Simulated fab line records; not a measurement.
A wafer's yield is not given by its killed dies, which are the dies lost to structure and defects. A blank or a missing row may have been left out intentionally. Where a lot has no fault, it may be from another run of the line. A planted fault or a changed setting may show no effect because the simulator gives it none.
fab line records    flow gf180mcu    part 1 of 2: steps 1 to 25 of 35
[record] lots = 5  wafers = 15  last-day = 33
route steps=602 shown HV_LDD@230 NSD@235 PSD@248 SAB@264
lots with no fault: from the same line, run without faults
start-h: hours from the record's first day to the start of the lot's first wafer shown    wait-h: hours elapsed since this lot's preceding step    " the same as in the row above    L1.1+2: several wafers, shown together as one row    - no value, or no start was given    * or withheld: withheld    < > ~ a bound
route shown NAME@n: a module of which the file shows steps, and the number in the route of the first    usual: mean and standard deviation over wafers with no fault    same: alike in all rows    chamber/n: place in a boat    sites: per-site readings    _std_site: their standard deviation    _edge_site: mean of outer sites minus mean of inner sites    radius-mm: how far each site lies from the wafer's centre    mask NAME#n: copy n    behind: tool/chamber where the wafer was last shaped    hold: the reason the lot was held/the length of the hold in hours/how it ended    device: the n, p or np transistor that did not switch    end of line: the tests these same wafers got at the end of their route    a step with no rows: only its recipe    killed: dies lost to structure and defects at the first sort, not the wafer's yield    map: shows each die of a wafer: x if killed, . if not, _ if none is there
set.NAME: the setting as run; set.NAME@STEP: as run at that earlier step    model.NAME: the simulator's own value behind a step, which no gauge read
lots seen at some steps along the route; tables by step, rows by wafer
services: when a tool's chamber went out of use (start-h, in hours from the record's first day, below 0 if earlier), for how many hours, and the reason
[[steps]]
[step GF_HV_LDD_CVD_54]
[recipe] material = SiO2  target-thk-nm = 10  precursor = TEOS  temp-c = 680  time-s = 75  pressure-mtorr = 400
[usual] spike-tc-centre-C = 679.3/1.2
lot.wafer  tool      chamber  start-h  wait-h  spike-tc-centre-C
L075.3     lpcvd-01  0        277.31   0.1     679.7
L075.4     "         0        "        "       678.5
L075.6     "         0        "        "       679.8
L087.1     lpcvd-02  0        386.16   0.1     677.4
L087.2     "         0        "        "       679.7
L087.4     "         0        "        "       676.8
L089.1     lpcvd-02  1        398.90   0.1     681.4
L089.2     "         1        "        "       680.8
L089.3     "         1        "        "       681.3
L091.1     lpcvd-01  1        418.83   0.1     678.0
L091.2     "         1        "        "       680.0
L091.5     "         1        "        "       677.5
L094.2     lpcvd-01  1        437.48   0.1     678.8
L094.5     "         1        "        "       679.3
L094.6     "         1        "        "       680.1
[step GF_HV_LDD_THK_MEAS_55]
[recipe] reads = SiO2_of_HV_LDD_CVD_54
[usual] HV_LDD_CVD_54_THK = 10.02/0.11
lot.wafer  tool           chamber  start-h  wait-h  HV_LDD_CVD_54_THK[nm]
L075.3     film-metro-04  -        278.35   0.0     10.00
L075.4     "              -        "        "       9.97
L075.6     "              -        "        "       10.15
L087.1     film-metro-01  -        387.18   0.0     10.10
L087.2     "              -        "        "       10.09
L087.4     "              -        "        "       10.08
L089.1     film-metro-01  -        399.92   0.0     10.39
L089.2     "              -        "        "       10.31
L089.3     "              -        "        "       10.21
L091.1     film-metro-02  -        419.85   0.0     10.01
L091.2     "              -        "        "       10.08
L091.5     "              -        "        "       9.98
L094.2     film-metro-02  -        438.51   0.0     9.92
L094.5     "              -        "        "       9.83
L094.6     "              -        "        "       9.88
[step GF_HV_LDD_CVD_56]
[recipe] material = Si3N4  precursor = DCS/NH3  target-thk-nm = 90  temp-c = 770  time-s = 1543  pressure-mtorr = 250
[usual] spike-tc-centre-C = 769.3/1.4
lot.wafer  tool      chamber  start-h  wait-h  spike-tc-centre-C
L075.3     lpcvd-01  0        278.39   0.0     769.4
L075.4     "         0        "        "       769.2
L075.6     "         0        "        "       767.9
L087.1     lpcvd-01  1        387.24   0.1     769.4
L087.2     "         1        "        "       769.8
L087.4     "         1        "        "       769.1
L089.1     lpcvd-01  1        399.98   0.1     767.6
L089.2     "         1        "        "       768.9
L089.3     "         1        "        "       768.6
L091.1     lpcvd-01  0        419.91   0.1     769.6
L091.2     "         0        "        "       768.4
L091.5     "         0        "        "       769.3
L094.2     lpcvd-02  1        438.56   0.0     770.8
L094.5     "         1        "        "       768.8
L094.6     "         1        "        "       770.5
[step GF_HV_LDD_THK_MEAS_57]
[recipe] reads = Si3N4_of_HV_LDD_CVD_56
[usual] HV_LDD_CVD_56_THK = 89.8/0.8
lot.wafer  tool           chamber  start-h  wait-h  HV_LDD_CVD_56_THK[nm]
L075.3     film-metro-02  -        279.84   0.0     89.3
L075.4     "              -        "        "       89.0
L075.6     "              -        "        "       89.1
L087.1     film-metro-02  -        388.67   0.0     88.9
L087.2     "              -        "        "       88.9
L087.4     "              -        "        "       89.2
L089.1     film-metro-01  -        401.41   0.0     88.1
L089.2     "              -        "        "       88.8
L089.3     "              -        "        "       88.5
L091.1     film-metro-01  -        421.34   0.0     89.9
L091.2     "              -        "        "       90.1
L091.5     "              -        "        "       90.2
L094.2     film-metro-01  -        440.00   0.0     89.1
L094.5     "              -        "        "       88.6
L094.6     "              -        "        "       89.3
[step GF_HV_LDD_ETCHBACK_58]
[recipe] chemistry = CH3F/O2  target = Si3N4  stop-on = SiO2  source-w = 400  bias-w = 80  pressure-mtorr = 25  ch3f-flow-sccm = 40  O2_flow_sccm = 30  time-s = 100  target-depth-a = 900
[usual] chamber-pressure-mTorr = 24.999/0.024  drypump-motor-current-A = 5.8/0.47  oes-product-au = 0.841/0.0057  throttle-valve-pct = 10.562/0.0094
lot.wafer  tool         chamber  start-h  wait-h  chamber-pressure-mTorr  drypump-motor-current-A  oes-product-au  rf-hours-counter-h  throttle-valve-pct
L075.3     rie-diel-01  3        279.88   0.0     24.986                  5.6                      0.834           20                  10.558
L075.4     "            2        "        "       24.965                  6.2                      0.838           51                  10.551
L075.6     "            1        "        "       24.955                  5.0                      0.847           -                   10.561
L087.1     rie-diel-04  2        388.73   0.1     25.015                  4.9                      0.834           6                   10.576
L087.2     "            1        "        "       24.990                  5.8                      0.842           94                  10.559
L087.4     "            0        "        "       24.990                  5.9                      0.844           6                   10.560
L089.1     rie-diel-01  1        401.47   0.1     25.032                  5.0                      0.834           99                  10.565
L089.2     "            2        "        "       24.986                  6.1                      0.842           54                  10.546
L089.3     "            0        "        "       24.979                  5.8                      0.835           52                  10.561
L091.1     rie-diel-02  0        421.40   0.1     25.027                  6.3                      0.842           20                  10.563
L091.2     "            3        "        "       25.012                  6.6                      0.847           48                  10.581
L091.5     "            3        "        "       24.995                  6.6                      0.841           -                   10.555
L094.2     rie-diel-02  2        440.05   0.0     25.058                  5.5                      0.841           13                  10.568
L094.5     "            2        "        "       24.998                  5.5                      0.837           -                   10.562
L094.6     "            3        "        "       24.992                  6.6                      0.837           -                   10.559
[step GF_NSD_DEHYDRATE_00]
[recipe] temp-c = 200  time-s = 60
[usual] plate-temp-C = 200.00/0.16
lot.wafer  tool            chamber  start-h  wait-h  plate-temp-C
L075.3     litho-track-02  0        289.01   9.1     200.00
L075.4     "               0        "        "       200.04
L075.6     "               0        "        "       200.02
L087.1     litho-track-02  0        398.95   10.2    199.87
L087.2     "               0        "        "       199.79
L087.4     "               0        "        "       199.87
L089.1     litho-track-01  0        411.82   10.3    199.77
L089.2     "               0        "        "       200.02
L089.3     "               0        "        "       199.77
L091.1     litho-track-01  0        433.27   11.8    200.25
L091.2     "               0        "        "       200.28
L091.5     "               0        "        "       200.10
L094.2     litho-track-02  0        451.18   11.1    199.92
L094.5     "               0        "        "       200.27
L094.6     "               0        "        "       199.91
[step GF_NSD_HMDS_01]
[recipe] prime-time-s = 60  prime-temp-c = 120
[usual] prime-temp-c = 119.99/0.11
lot.wafer  tool            chamber  start-h  wait-h  prime-temp-c
L075.3     litho-track-02  0        289.16   0.1     120.03
L075.4     "               0        "        "       120.14
L075.6     "               0        "        "       120.02
L087.1     litho-track-02  0        399.10   0.1     119.80
L087.2     "               0        "        "       119.85
L087.4     "               0        "        "       119.87
L089.1     litho-track-01  0        411.97   0.1     120.00
L089.2     "               0        "        "       120.01
L089.3     "               0        "        "       120.22
L091.1     litho-track-01  0        433.42   0.1     120.27
L091.2     "               0        "        "       119.93
L091.5     "               0        "        "       119.88
L094.2     litho-track-02  0        451.33   0.1     119.90
L094.5     "               0        "        "       120.01
L094.6     "               0        "        "       119.84
[step GF_NSD_COAT_02]
[recipe] resist = NOVOLAK  spin-rpm = 3000  resist-thk-nm = 1000
[usual] spin-speed-rpm = 3000.1/1.8
lot.wafer  tool            chamber  start-h  wait-h  spin-speed-rpm
L075.3     litho-track-02  0        289.31   0.1     3001.4
L075.4     "               0        "        "       2999.1
L075.6     "               0        "        "       3000.5
L087.1     litho-track-02  0        399.25   0.1     3001.4
L087.2     "               0        "        "       3001.5
L087.4     "               0        "        "       3002.6
L089.1     litho-track-01  0        412.12   0.1     3001.0
L089.2     "               0        "        "       3003.6
L089.3     "               0        "        "       3001.3
L091.1     litho-track-01  0        433.57   0.1     3001.5
L091.2     "               0        "        "       3001.5
L091.5     "               0        "        "       3000.1
L094.2     litho-track-02  0        451.48   0.1     3000.0
L094.5     "               0        "        "       3003.0
L094.6     "               0        "        "       2999.3
[step GF_NSD_SOFTBAKE_03]
[recipe] temp-c = 90  time-s = 60  resist = NOVOLAK
[usual] plate-temp-C = 89.99/0.13
lot.wafer  tool            chamber  start-h  wait-h  plate-temp-C
L075.3     litho-track-02  0        289.46   0.1     90.07
L075.4     "               0        "        "       90.15
L075.6     "               0        "        "       90.16
L087.1     litho-track-02  0        399.40   0.1     89.92
L087.2     "               0        "        "       89.94
L087.4     "               0        "        "       89.85
L089.1     litho-track-01  0        412.27   0.1     89.93
L089.2     "               0        "        "       89.86
L089.3     "               0        "        "       89.87
L091.1     litho-track-01  0        433.72   0.1     89.96
L091.2     "               0        "        "       90.10
L091.5     "               0        "        "       89.97
L094.2     litho-track-02  0        451.63   0.1     89.89
L094.5     "               0        "        "       90.16
L094.6     "               0        "        "       89.73
[step GF_NSD_EXPOSE_04]
[recipe] mask-id = Nplus  target-cd-nm = 400  na = 0.6  source-shape = conventional  sigma-outer = 0.6  dose-mj = 140
[usual] reticle-temp-C = 22.99/0.12
lot.wafer  tool              chamber  start-h  wait-h  mask     reticle-temp-C
L075.3     iline-stepper-02  0        -        -       Nplus#0  22.66
L075.4     "                 0        "        "       Nplus#0  22.89
L075.6     "                 0        "        "       Nplus#0  22.89
L087.1     iline-stepper-02  0        -        -       Nplus#0  23.03
L087.2     "                 0        "        "       Nplus#0  23.04
L087.4     "                 0        "        "       Nplus#0  22.96
L089.1     iline-stepper-02  0        -        -       Nplus#0  22.92
L089.2     "                 0        "        "       Nplus#0  23.05
L089.3     "                 0        "        "       Nplus#0  23.01
L091.1     iline-stepper-02  0        -        -       Nplus#0  23.07
L091.2     "                 0        "        "       Nplus#0  23.04
L091.5     "                 0        "        "       Nplus#0  23.16
L094.2     iline-stepper-02  0        -        -       Nplus#0  22.93
L094.5     "                 0        "        "       Nplus#0  22.92
L094.6     "                 0        "        "       Nplus#0  22.98
[step GF_NSD_PEB_05]
[recipe] temp-c = withheld  time-s = *  resist = NOVOLAK
lot.wafer   tool            chamber  start-h  wait-h
L075.3+4+6  litho-track-02  0        -        -
L087.1+2+4  litho-track-03  0        -        -
L089.1+2+3  litho-track-03  0        -        -
L091.1+2+5  litho-track-02  0        -        -
L094.2+5+6  litho-track-01  0        -        -
[step GF_NSD_DEVELOP_06]
[recipe] develop-time-s = 60  dev-temp-c = 23
lot.wafer   tool            chamber  start-h  wait-h
L075.3+4+6  litho-track-02  0        299.36   0.1
L087.1+2+4  litho-track-03  0        410.55   0.1
L089.1+2+3  litho-track-03  0        423.45   0.1
L091.1+2+5  litho-track-02  0        445.15   0.1
L094.2+5+6  litho-track-01  0        463.50   0.1
[step GF_NSD_CD_MEAS_07]
[recipe] target-cd-nm = 400
[usual] cd-nm = 399.7/2
lot.wafer  tool       chamber  start-h  wait-h  cd-nm
L075.3     cd-sem-01  -        299.50   0.1     399.5
L075.4     "          -        "        "       400.1
L075.6     "          -        "        "       398.5
L087.1     cd-sem-01  -        410.70   0.1     397.5
L087.2     "          -        "        "       401.1
L087.4     "          -        "        "       400.6
L089.1     cd-sem-02  -        423.60   0.1     400.0
L089.2     "          -        "        "       398.4
L089.3     "          -        "        "       398.9
L091.1     cd-sem-02  -        445.30   0.1     400.0
L091.2     "          -        "        "       397.3
L091.5     "          -        "        "       399.8
L094.2     cd-sem-01  -        463.64   0.1     402.3
L094.5     "          -        "        "       399.9
L094.6     "          -        "        "       400.4
[step GF_NSD_OVL_MEAS_08]
[usual] NSD_OVL = 0.9/1.6
lot.wafer  tool        chamber  start-h  wait-h  NSD_OVL[nm]
L075.3     overlay-01  -        299.59   0.1     1.6
L075.4     "           -        "        "       3.2
L075.6     "           -        "        "       1.9
L087.1     overlay-01  -        410.82   0.1     0.1
L087.2     "           -        "        "       0.8
L087.4     "           -        "        "       2.7
L089.1     overlay-02  -        423.72   0.1     -0.8
L089.2     "           -        "        "       0.0
L089.3     "           -        "        "       -0.6
L091.1     overlay-01  -        445.42   0.1     2.7
L091.2     "           -        "        "       1.9
L091.5     "           -        "        "       3.3
L094.2     overlay-01  -        463.75   0.1     0.0
L094.5     "           -        "        "       0.0
L094.6     "           -        "        "       -0.8
[step GF_NSD_IMPLANT_09]
[recipe] species = As  energy-kev = 60  dose-cm2 = 4e+15  tilt-deg = 7
[usual] beam-on-s = 18.3/0.91  dose-ions-cm2 = 4e+15/4.6e+12  tilt-deg = 7.000/0.02
lot.wafer  tool          chamber  start-h  wait-h  beam-on-s  dose-ions-cm2  tilt-deg
L075.3     implanter-04  0        299.66   0.1     17.3       3.999e+15      7.004
L075.4     "             0        "        "       17.1       3.986e+15      6.996
L075.6     "             0        "        "       17.3       3.995e+15      6.998
L087.1     implanter-02  0        410.86   0.0     18.9       4.004e+15      7.003
L087.2     "             0        "        "       18.5       4.009e+15      6.997
L087.4     "             0        "        "       18.2       4e+15          7.005
L089.1     implanter-02  0        423.76   0.0     18.1       3.995e+15      6.995
L089.2     "             0        "        "       18.6       3.99e+15       7.005
L089.3     "             0        "        "       18.9       3.997e+15      6.989
L091.1     implanter-01  0        445.46   0.0     19.1       3.998e+15      6.989
L091.2     "             0        "        "       19.0       3.994e+15      6.985
L091.5     "             0        "        "       19.6       3.993e+15      6.976
L094.2     implanter-02  0        463.80   0.0     18.4       4e+15          7.009
L094.5     "             0        "        "       18.3       3.999e+15      7.009
L094.6     "             0        "        "       19.0       3.998e+15      6.986
[step GF_NSD_IMPLANT_10]
[recipe] species = P  energy-kev = 40  dose-cm2 = 5e+14  tilt-deg = 7
[usual] beam-on-s = 9.98/0.2  dose-ions-cm2 = 5e+14/5.8e+11  tilt-deg = 6.997/0.021
lot.wafer  tool          chamber  start-h  wait-h  beam-on-s  dose-ions-cm2  tilt-deg
L075.3     implanter-04  0        299.81   0.1     10.24      4.996e+14      6.992
L075.4     "             0        "        "       10.03      4.997e+14      6.985
L075.6     "             0        "        "       10.00      5.005e+14      6.959
L087.1     implanter-02  0        411.01   0.1     10.12      4.998e+14      7.019
L087.2     "             0        "        "       9.56       5.002e+14      6.990
L087.4     "             0        "        "       9.90       5.003e+14      6.981
L089.1     implanter-02  0        423.91   0.1     9.84       5e+14          6.987
L089.2     "             0        "        "       10.05      4.998e+14      7.018
L089.3     "             0        "        "       10.21      5.002e+14      6.966
L091.1     implanter-01  0        445.61   0.1     9.98       4.996e+14      7.028
L091.2     "             0        "        "       9.87       4.998e+14      7.005
L091.5     "             0        "        "       9.52       4.995e+14      7.000
L094.2     implanter-02  0        463.95   0.1     10.10      5.005e+14      7.025
L094.5     "             0        "        "       10.06      5.01e+14       7.060
L094.6     "             0        "        "       10.17      5.001e+14      7.031
[step GF_NSD_STRIP_11]
[recipe] chemistry = O2/N2  power-w = 1400  pressure-mtorr = 1500  platen-temp-c = 250  o2-flow-sccm = 3000  n2-flow-sccm = 300  overash-fraction = 0.5
[usual] chamber-pressure-mTorr = 1499.9/1.5  drypump-motor-current-A = 5.6/0.34  heater-power-w = 330/27  oes-product-au = 0.487/0.0047  strip-time-to-endpoint-s = 22.96/0.041
lot.wafer  tool             chamber  start-h  wait-h  chamber-pressure-mTorr  drypump-motor-current-A  heater-power-w  oes-product-au  rf-hours-counter-h  strip-time-to-endpoint-s
L075.3     plasma-asher-02  0        299.95   0.1     1498.1                  5.4                      287             0.489           -                   22.95
L075.4     "                1        "        "       1500.1                  5.1                      315             0.490           -                   22.95
L075.6     "                1        "        "       1500.1                  5.2                      308             0.490           -                   22.95
L087.1     plasma-asher-02  1        411.16   0.1     1501.9                  5.1                      309             0.478           30                  22.87
L087.2     "                0        "        "       1498.2                  5.4                      296             0.475           30                  22.88
L087.4     "                0        "        "       1500.7                  5.4                      288             0.494           -                   22.90
L089.1     plasma-asher-02  1        424.06   0.1     1501.3                  5.2                      313             0.482           32                  23.02
L089.2     "                0        "        "       1500.7                  5.4                      289             0.489           32                  23.01
L089.3     "                0        "        "       1500.4                  5.4                      295             0.487           -                   22.98
L091.1     plasma-asher-03  1        445.76   0.1     1500.9                  5.3                      334             0.494           84                  22.97
L091.2     "                0        "        "       1500.2                  6.1                      357             0.487           84                  23.01
L091.5     "                0        "        "       1500.8                  6.1                      359             0.496           -                   22.94
L094.2     plasma-asher-01  0        464.08   0.1     1501.3                  5.7                      315             0.485           67                  22.92
L094.5     "                1        "        "       1500.7                  5.7                      367             0.491           -                   22.92
L094.6     "                0        "        "       1499.3                  5.8                      301             0.484           -                   22.89
[step GF_NSD_TW_MEAS_12]
[usual] NSD_TW = 4245/49
lot.wafer  tool           chamber  start-h  wait-h  NSD_TW
L075.3     film-metro-04  -        300.03   0.1     4183
L075.4     "              -        "        "       4160
L075.6     "              -        "        "       4182
L087.1     film-metro-04  -        411.26   0.1     4183
L087.2     "              -        "        "       4172
L087.4     "              -        "        "       4181
L089.1     film-metro-03  -        424.16   0.1     4254
L089.2     "              -        "        "       4237
L089.3     "              -        "        "       4235
L091.1     film-metro-01  -        445.86   0.1     4317
L091.2     "              -        "        "       4304
L091.5     "              -        "        "       4332
L094.2     film-metro-04  -        464.19   0.1     4161
L094.5     "              -        "        "       4163
L094.6     "              -        "        "       4180
[step GF_PSD_DEHYDRATE_00]
[recipe] temp-c = 200  time-s = 60
[usual] plate-temp-C = 199.95/0.15
lot.wafer  tool            chamber  start-h  wait-h  plate-temp-C
L075.3     litho-track-03  0        310.00   10.0    199.81
L075.4     "               0        "        "       200.00
L075.6     "               0        "        "       199.95
L087.1     litho-track-04  0        421.75   10.5    200.19
L087.2     "               0        "        "       200.27
L087.4     "               0        "        "       199.95
L089.1     litho-track-02  0        435.80   11.6    200.05
L089.2     "               0        "        "       199.97
L089.3     "               0        "        "       200.04
L091.1     litho-track-03  0        457.55   11.7    199.90
L091.2     "               0        "        "       199.76
L091.5     "               0        "        "       199.61
L094.2     litho-track-03  0        475.52   11.3    199.94
L094.5     "               0        "        "       199.85
L094.6     "               0        "        "       200.15
[step GF_PSD_HMDS_01]
[recipe] prime-time-s = 60  prime-temp-c = 120
[usual] prime-temp-c = 120.01/0.13
lot.wafer  tool            chamber  start-h  wait-h  prime-temp-c
L075.3     litho-track-03  0        310.15   0.1     120.18
L075.4     "               0        "        "       119.78
L075.6     "               0        "        "       120.10
L087.1     litho-track-04  0        421.90   0.1     119.95
L087.2     "               0        "        "       120.09
L087.4     "               0        "        "       120.11
L089.1     litho-track-02  0        435.95   0.1     119.92
L089.2     "               0        "        "       120.12
L089.3     "               0        "        "       119.93
L091.1     litho-track-03  0        457.70   0.1     119.97
L091.2     "               0        "        "       120.06
L091.5     "               0        "        "       119.95
L094.2     litho-track-03  0        475.67   0.1     120.04
L094.5     "               0        "        "       120.25
L094.6     "               0        "        "       120.03
[step GF_PSD_COAT_02]
[recipe] resist = NOVOLAK  spin-rpm = 3000  resist-thk-nm = 1000
[usual] spin-speed-rpm = 2999.9/1.8
lot.wafer  tool            chamber  start-h  wait-h  spin-speed-rpm
L075.3     litho-track-03  0        310.30   0.1     3002.1
L075.4     "               0        "        "       2999.0
L075.6     "               0        "        "       2999.8
L087.1     litho-track-04  0        422.05   0.1     2997.7
L087.2     "               0        "        "       2999.9
L087.4     "               0        "        "       3000.3
L089.1     litho-track-02  0        436.10   0.1     3002.0
L089.2     "               0        "        "       3000.6
L089.3     "               0        "        "       2999.3
L091.1     litho-track-03  0        457.85   0.1     2994.7
L091.2     "               0        "        "       3002.0
L091.5     "               0        "        "       2998.9
L094.2     litho-track-03  0        475.82   0.1     2999.4
L094.5     "               0        "        "       2997.9
L094.6     "               0        "        "       2999.4
[step GF_PSD_SOFTBAKE_03]
[recipe] temp-c = 90  time-s = 60  resist = NOVOLAK
[usual] plate-temp-C = 90.00/0.13
lot.wafer  tool            chamber  start-h  wait-h  plate-temp-C
L075.3     litho-track-03  0        310.45   0.1     90.02
L075.4     "               0        "        "       90.01
L075.6     "               0        "        "       90.19
L087.1     litho-track-04  0        422.20   0.1     90.08
L087.2     "               0        "        "       90.08
L087.4     "               0        "        "       90.13
L089.1     litho-track-02  0        436.25   0.1     90.04
L089.2     "               0        "        "       89.97
L089.3     "               0        "        "       90.03
L091.1     litho-track-03  0        458.00   0.1     89.93
L091.2     "               0        "        "       90.12
L091.5     "               0        "        "       89.95
L094.2     litho-track-03  0        475.97   0.1     90.14
L094.5     "               0        "        "       90.08
L094.6     "               0        "        "       89.99
[step GF_PSD_EXPOSE_04]
[recipe] mask-id = Pplus  target-cd-nm = 400  na = 0.6  source-shape = conventional  sigma-outer = 0.6  dose-mj = 140
[usual] reticle-temp-C = 23.02/0.11
lot.wafer  tool              chamber  start-h  wait-h  mask     reticle-temp-C
L075.3     iline-stepper-02  0        -        -       Pplus#0  23.03
L075.4     "                 0        "        "       Pplus#0  23.08
L075.6     "                 0        "        "       Pplus#0  23.33
L087.1     iline-stepper-02  0        -        -       Pplus#0  22.92
L087.2     "                 0        "        "       Pplus#0  22.93
L087.4     "                 0        "        "       Pplus#0  22.91
L089.1     iline-stepper-01  0        -        -       Pplus#0  23.05
L089.2     "                 0        "        "       Pplus#0  22.96
L089.3     "                 0        "        "       Pplus#0  22.91
L091.1     iline-stepper-01  0        -        -       Pplus#0  23.17
L091.2     "                 0        "        "       Pplus#0  23.32
L091.5     "                 0        "        "       Pplus#0  23.08
L094.2     iline-stepper-02  0        -        -       Pplus#0  23.05
L094.5     "                 0        "        "       Pplus#0  22.90
L094.6     "                 0        "        "       Pplus#0  22.97
[step GF_PSD_PEB_05]
[recipe] temp-c = withheld  time-s = *  resist = NOVOLAK
lot.wafer   tool            chamber  start-h  wait-h
L075.3+4+6  litho-track-04  0        -        -
L087.1+2+4  litho-track-03  0        -        -
L089.1+2+3  litho-track-03  0        -        -
L091.1+2+5  litho-track-03  0        -        -
L094.2+5+6  litho-track-02  0        -        -
[step GF_PSD_DEVELOP_06]
[recipe] develop-time-s = 60  dev-temp-c = 23
lot.wafer   tool            chamber  start-h  wait-h
L075.3+4+6  litho-track-04  0        320.35   0.1
L087.1+2+4  litho-track-03  0        434.55   0.1
L089.1+2+3  litho-track-03  0        448.35   0.1
L091.1+2+5  litho-track-03  0        470.20   0.1
L094.2+5+6  litho-track-02  0        487.63   0.1
